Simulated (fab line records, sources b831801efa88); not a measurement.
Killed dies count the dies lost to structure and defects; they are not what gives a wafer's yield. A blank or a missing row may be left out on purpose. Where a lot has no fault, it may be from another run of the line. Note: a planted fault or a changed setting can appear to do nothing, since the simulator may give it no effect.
One fault seen from 2 desks :: flow gf180mcu :: numbers are kept per desk, each desk with only its own; the story behind them comes last

## TOOL OWNER'S DESK, implanter-02
The tool's own readings at GF_HV_LDD_IMPLANT_34, given as means over the sampled wafers that have a number, one for each lot that went through this tool. Marked OUT: a lot whose mean sits more than 4 standard deviations from the usual mean, which makes it out of limits; the brackets give that distance.
Columns: A = doseIonsCm2 at GF_HV_LDD_IMPLANT_34, usual 7.499e+12; B = endStationPressureTorr at GF_HV_LDD_IMPLANT_34, usual 5.05e-06 Torr; C = faradayCurrentUA at GF_HV_LDD_IMPLANT_34, usual 42.3; D = tiltDeg at GF_HV_LDD_IMPLANT_34, usual 29.997 degrees
lot: L522
first seen here: day 14 09:39
A: 1.107e+13 (+99 or more) OUT
B: 5.06e-06
C: 61.6 (+23) OUT
D: 30.009

lot: L523
first seen here: day 14 14:29
A: 1.107e+13 (+99 or more) OUT
B: 5.13e-06
C: 63.8 (+26) OUT
D: 30.008

lot: L534
first seen here: day 18 09:28
A: 7.499e+12
B: 5.09e-06
C: 42.3
D: 29.985

lot: L536
first seen here: day 18 22:27
A: 7.501e+12
B: 5.13e-06
C: 41.8
D: 29.998
Finding of this desk: L522, L523 out of limits; the first was L522 at day 14 09:39, on doseIonsCm2 at GF_HV_LDD_IMPLANT_34. L534, L536: within limits.

## AT THE METROLOGY DESK
Means of the sampled wafers that have a number, per lot and without regard to the tool the lot ran on: this is what the gauges read. Marked OUT: a lot whose mean sits more than 4 standard deviations from the usual mean, which makes it out of limits; the brackets give that distance.
Columns: A = HV_LDD_3_TW at GF_HV_LDD_TW_MEAS_38, usual 1449; B = HV_LDD_RS at GF_HV_LDD_RS_MEAS_53, usual 417.8 ohm/sq; C = V1_OVL at GF_V1_OVL_MEAS_15, usual 0 nm
lot: L513
first seen here: day 11 19:49
A: 1452
B: 417.0
C: -1

lot: L514
first seen here: day 12 01:37
A: 1452
B: 417.8
C: -1

lot: L522
first seen here: day 14 10:12
A: 1504 (+5.0) OUT
B: 409.1 (-8.7) OUT
C: 7

lot: L523
first seen here: day 14 15:01
A: 1519 (+6.4) OUT
B: 409.2 (-8.6) OUT
C: 7

lot: L525
first seen here: day 15 07:25
A: 1450
B: 416.2
C: -7

lot: L529
first seen here: day 16 18:51
A: 1456
B: 417.3
C: -11

lot: L530
first seen here: day 17 00:51
A: 1459
B: 415.6
C: 4

lot: L532
first seen here: day 17 20:29
A: 1440
B: 419.5
C: 0

lot: L533
first seen here: day 18 00:45
A: 1423
B: 417.3
C: -6

lot: L534
first seen here: day 18 10:01
A: 1455
B: 417.4
C: 2

lot: L535
first seen here: day 18 15:45
A: 1458
B: 418.0
C: -2

lot: L536
first seen here: day 18 23:00
A: 1436
B: 418.1
C: 1
This desk reports L522, L523 out of limits; the earliest was L522 at day 14 10:12 (HV_LDD_3_TW at GF_HV_LDD_TW_MEAS_38). L513, L514, L525, L529, L530, L532, L533, L534, L535, L536: within limits.

## BROUGHT TOGETHER
The tool owner's desk could have raised an alarm at day 14 09:39, on L522, L523.
L522, L523 would have let the metrology desk raise an alarm at day 14 10:12.
GF_HV_LDD_IMPLANT_34 was run on implanter-02 by each of the lots named.

## WHAT THE SIMULATOR HAD INSERTED
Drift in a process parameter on implanter-02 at GF_HV_LDD_IMPLANT_34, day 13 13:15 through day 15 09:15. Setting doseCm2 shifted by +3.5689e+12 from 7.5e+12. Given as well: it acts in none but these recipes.
Shown lots that were struck: L522, L523.
Counting hours from when the fault started, the first reading out of limits came at 20 for the tool owner's desk and at 21 for the metrology desk.
